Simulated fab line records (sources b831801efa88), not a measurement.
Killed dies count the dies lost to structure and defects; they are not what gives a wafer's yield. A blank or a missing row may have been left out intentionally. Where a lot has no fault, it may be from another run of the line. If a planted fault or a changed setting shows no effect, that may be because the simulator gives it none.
Problem report in the 8D (eight disciplines) form, filled by code	flow sky130	the parts of the form that need people (team, actions taken, sign-off) are left out

1. WHAT IS WRONG
overpolish-run-s at SKY_VIA1_CMP_24 reads a mean of 0.039 s on 12 wafers of 4 lots; wafers without a fault read 14.999 s with a standard deviation of 0.0083. That is -99 or more standard deviations from the usual mean.
The step: polishes, stops on SiO2, t overpolish 15 s, target thk 0 nm.
The first sign was on wafer L263.2 at day 38 01:31, on cmp-01. The record holds 36 wafers of 12 lots with a number at this step. Rule for "out", or "out of limits": more than 4 standard deviations from the usual mean. The rest of the wafers with a number are treated as sound.

2. WHAT IT IS, WHAT IT ISN'T
question	is	is not
which readings at this step	overpolish-run-s, time-to-endpoint-s	head-pressure-psi, motor-current-A
which lots	L263, L264, L265, L266	L251, L253, L259, L260, L262, L267, L272, L273
which wafers of those lots	all that have a number	-
read on which tools	cmp-01	cmp-02
when	from day 38 01:31	up to then (15 sound wafers); but 9 sound wafers of L267, L272, L273 came after

3. THE SUSPECTS, EACH WITH WHAT RULES IT OUT
Counting: any tool at a process step up to the reading is kept as a suspect provided that every lot that is out went through it and no sound lot did after the first of them.
- cmp-01 at SKY_VIA1_CMP_24 (polishes, stops on SiO2, t overpolish 15 s, target thk 0 nm): kept. Every lot that is out went through it, starting with L263 (day 38 01:31), and after that it ran no sound lot; the last sound lot it ran before then is L262 (day 37 19:55). Its own readings are out on those wafers: overpolish-run-s, time-to-endpoint-s.
Left after counting: cmp-01 at SKY_VIA1_CMP_24.

4. THE CAUSE (what the simulator had put in)
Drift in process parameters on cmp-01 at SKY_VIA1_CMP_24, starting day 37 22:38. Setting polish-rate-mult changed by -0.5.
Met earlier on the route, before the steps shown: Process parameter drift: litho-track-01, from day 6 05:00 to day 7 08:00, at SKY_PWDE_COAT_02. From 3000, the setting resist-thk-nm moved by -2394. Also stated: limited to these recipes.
The count eliminated every tool but this one.

5. SEQUENCE OF EFFECTS, ordered by route
Each row: a reading whose mean over the struck wafers that have a number lies more than 3 standard deviations from the usual. Only readings whose record carries a usual standard deviation are examined. hours: median over the lots of the time between each lot's start at the first step of this table that gives one and its start at this step. sigmas: the change, counted in usual standard deviations.
hours	step	reading	usual	on struck wafers	change	sigmas
0	SKY_VIA1_CMP_24	overpolish-run-s	14.999 s	0.039	-14.960	-99 or more
0	SKY_VIA1_CMP_24	time-to-endpoint-s	63 s	105	+42	+12
257	SKY_PAD_OPEN_PROBE_99	killed_at_M0_to_M3	44	143	+99	+14
257	SKY_PAD_OPEN_PROBE_99	killed-at-front-end	15	323	+308	+63
257	SKY_PAD_OPEN_PROBE_99	killed-dies	86	492	+406	+37
257	SKY_PAD_OPEN_PROBE_99	killed-on-rim	17	96	+79	+21
It contains these process steps:
- SKY_VIA1_CMP_24: polishes, stops on SiO2, t overpolish 15 s, target thk 0 nm.
- SKY_PAD_OPEN_PROBE_99

6. HOW IT WOULD HAVE BEEN CAUGHT EARLIER
In this record no reading fell out of limits until day 38 01:31, 3 hours after the fault had begun at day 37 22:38.
